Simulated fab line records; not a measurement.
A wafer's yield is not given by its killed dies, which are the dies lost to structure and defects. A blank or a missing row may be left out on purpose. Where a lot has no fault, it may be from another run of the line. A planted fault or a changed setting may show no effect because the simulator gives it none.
Chamber matching ; flow gf180mcu ; GF_V3_CMP_26 on cmp-01 has 4 sister chambers
The step polishes, stops on SiO2, t overpolish 15 s, target thk 0 nm. 16 wafers are shown with their chamber, then 8 later ones without.

== WAFERS, EACH WITH ITS CHAMBER ==
wafer;chamber;motorCurrentA (A);timeToEndpointS (s);slurryFlowMlMin
L866.1;0;9.6;79;150.2
L866.2;2;9.9;80;149.8
L866.3;1;10.9;80;149.2
L871.2;2;9.7;84;149.9
L871.3;3;11.1;81;150.4
L871.4;0;8.8;79;149.8
L875.1;1;10.4;76;150.3
L875.3;0;8.7;76;150.2
L875.4;2;10.3;78;150.1
L879.1;0;8.8;78;150.8
L879.3;2;9.8;82;149.7
L879.6;3;10.6;78;149.8
L880.1;2;9.8;82;149.7
L880.3;1;10.8;84;149.8
L880.6;1;10.5;79;150.5
L885.1;1;10.3;82;150.0

SIGNATURES (means of the wafers above)
reading;chamber 0;chamber 1;chamber 2;chamber 3;scatter within a chamber
motorCurrentA;8.975;10.580;9.900;10.850;0.308
timeToEndpointS;78.00;80.20;81.20;79.50;2.38
slurryFlowMlMin;150.250;149.960;149.840;150.100;0.389
Rule: for a wafer and a chamber, the distance is found by dividing, reading by reading, the gap between the wafer's reading and the chamber's mean by the reading's scatter, squaring, summing and taking the root. The wafer belongs to the nearest chamber; if the next one is less than 2 further off, it can't be placed. The scatter: the root of (the sum of the squares of (reading less its chamber's mean) over the shown wafers, divided by (wafers less chambers)).

== WAFERS WITH NO CHAMBER GIVEN ==
wafer;motorCurrentA (A);timeToEndpointS (s);slurryFlowMlMin
L885.4;10.8;80;150.1
L885.5;8.7;85;149.6
L887.1;9.1;81;149.6
L887.3;9.8;81;150.1
L887.6;10.4;84;151.2
L888.1;9.6;78;149.4
L888.2;9.3;79;150.0
L888.3;10.8;76;150.4

== WHICH CHAMBER EACH ONE RAN IN ==
wafer;from the rows above;in truth
L885.4;can't be placed: 3 or 1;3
L885.5;can't be placed: 0 or 2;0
L887.1;can't be placed: 0 or 2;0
L887.3;can't be placed: 2 or 1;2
L887.6;can't be placed: 1 or 3 or 2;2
L888.1;can't be placed: 2 or 0 or 1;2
L888.2;can't be placed: 0 or 2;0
L888.3;can't be placed: 3 or 1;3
Placed correctly: 0 of 8. These rows do not allow placing 8 (true chamber among the candidates in 8). Placed wrongly: 0.
